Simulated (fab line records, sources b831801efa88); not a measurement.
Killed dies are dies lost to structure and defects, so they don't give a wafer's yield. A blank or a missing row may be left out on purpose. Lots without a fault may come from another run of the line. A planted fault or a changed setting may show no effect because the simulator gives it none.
A struck lot beside a sound one | flow sky130 | 20 steps out of a route of 708
Sound: wafers L606.1, L606.2, L606.3. Struck: wafers L619.1, L619.2, L619.3. The cause comes at the end.
At each step with rows: each side's tool, then ch and its chambers, then its first start. Under that, the readings that differ: sound wafers | struck wafers | difference of the means | sigmas: that difference in standard deviations of wafers without a fault.
alike: readings whose means differ by less than 2 such deviations, and words and numbers that are the same on both sides. not compared: withheld readings, readings that some wafer has no value for, bounds like >300 that may hide the same value, and numbers for which the record gives no deviation and whose values overlap.
The two part at a step that has a row with sigmas, a row that says differs or no value, or rows on one side only. Numbers that don't overlap but have no deviation are shown without sigmas and don't part them. A reading that every wafer of one side lacks parts them only if that side has two wafers or more.

first, 1 step without rows for these wafers: SKY_POLY_GATE_CVD_03 (deposits Si3N4 from DCS/NH3, target thk 75 nm, time 1290 s).
SKY_POLY_GATE_THK_MEAS_04:
  sound on film_metro-04, day 16 20:59; struck on film_metro-04, day 24 03:53
  alike: POLY_GATE_CVD_03_THK
then, 8 steps without rows for these wafers: SKY_POLY_GATE_DEHYDRATE_05 (time 60 s); SKY_POLY_GATE_HMDS_06 (prime time 60 s); SKY_POLY_GATE_COAT_07 (resist thk 110 nm); SKY_POLY_GATE_COAT_08 (resist thk 450 nm); SKY_POLY_GATE_SOFTBAKE_09 (time 90 s); SKY_POLY_GATE_EXPOSE_10 (exposes mask P1M, target cd 150 nm); SKY_POLY_GATE_PEB_11; SKY_POLY_GATE_DEVELOP_12 (develop time 60 s).
SKY_POLY_GATE_CD_MEAS_13: target cd 150 nm.
  sound on cd_sem-02, day 18 01:29; struck on cd_sem-02, day 25 09:14
  alike: cd_nm
SKY_POLY_GATE_OVL_MEAS_14:
  sound on overlay-01, day 18 01:36; struck on overlay-02, day 25 09:21
  alike: POLY_GATE_OVL
SKY_POLY_GATE_ETCH_15: etches BARC in N2/H2, stops on SiO2, time 118.5 s, target depth 110 nm.
  sound on rie_diel-04 ch 0,1,3, day 18 01:38; struck on rie_diel-02 ch 0,1,3, day 25 09:23
  no value came back on the struck wafers for any of 6 readings (bias_w (W), chamber_pressure_mTorr (mTorr) and others); on the sound wafers bias_w (W) reads 100.1 99.8 100.4
  reading                                          | sound             | struck            | difference | sigmas
  model.KrF-thick_of_POLY_GATE_COAT_08.thk_nm (nm) | 344.1 346.7 345.5 | 435.6 435.9 437.2 | +90.8      |
SKY_POLY_GATE_ETCH_16: etches Si3N4 in CH3F/O2, stops on poly-Si, time 147.5 s, target depth 75 nm.
  sound on rie_diel-04 ch 0,1,3, day 18 01:43; struck on rie_diel-02 ch 0,1,3, day 25 09:28
  reading                | sound                | struck               | difference | sigmas
  oes_product_au (a.u.)  | 0.636 0.636 0.651    | 0.378 0.376 0.365    | -0.268     | -54
  throttle_valve_pct (%) | 10.517 10.540 10.545 | 10.507 10.511 10.499 | -0.028     | -3
  alike: O2_flow_sccm, bias_w, ch3f_flow_sccm, chamber_pressure_mTorr, drypump_motor_current_A
  not compared: rf_hours_counter_h
SKY_POLY_GATE_ETCH_17: etches poly-Si in HBr/Cl2, stops on SiO2, target depth 180 nm, time 70.5 s.
  sound on rie_si-02 ch 1,2,3, day 18 01:49; struck on rie_si-01 ch 0,1,2, day 25 09:34
  reading                                          | sound             | struck            | difference | sigmas
  oes_product_au (a.u.)                            | 0.987 0.989 0.990 | 0.275 0.265 0.275 | -0.717     | -98
  model.KrF-thick_of_POLY_GATE_COAT_08.thk_nm (nm) | 137.6 143.8 142.5 | 231.3 225.6 232.8 | +88.6      |
  alike: HBr_flow_sccm, bias_w, chamber_pressure_mTorr, drypump_motor_current_A, throttle_valve_pct
  not compared: rf_hours_counter_h
SKY_POLY_GATE_STRIP_18: strips in O2/N2.
  sound on plasma_asher-02 ch 0,1, day 18 01:52; struck on plasma_asher-03 ch 0,1, day 25 09:37
  reading                      | sound             | struck            | difference | sigmas
  oes_product_au (a.u.)        | 0.368 0.360 0.366 | 0.405 0.404 0.397 | +0.037     | +8
  strip_time_to_endpoint_s (s) | 3.15 3.21 3.19    | 4.16 4.09 4.18    | +0.96      | +25
  alike: chamber_pressure_mTorr, drypump_motor_current_A
  not compared: rf_hours_counter_h
then, 2 steps without rows for these wafers: SKY_POLY_GATE_CLEAN_19 (cleans in SC1/SC2, time 150 s); SKY_POLY_GATE_OXIDATION_20 (stabilise 600 s, purge 300 s, target thk 4 nm).
SKY_POLY_GATE_CD_MEAS_22:
  sound on cd_sem-01, day 18 04:16; struck on cd_sem-01, day 25 12:02
  reading    | sound             | struck | difference                    | sigmas
  cd_nm (nm) | 150.9 148.6 150.3 | - - -  | no value on the struck wafers |
then, 1 step without rows for these wafers: SKY_LDD_N_DEHYDRATE_00 (time 60 s).

WHERE THEY PART
First at SKY_POLY_GATE_ETCH_15; last, within this record, at SKY_POLY_GATE_CD_MEAS_22.

WHY: what the simulator had put in
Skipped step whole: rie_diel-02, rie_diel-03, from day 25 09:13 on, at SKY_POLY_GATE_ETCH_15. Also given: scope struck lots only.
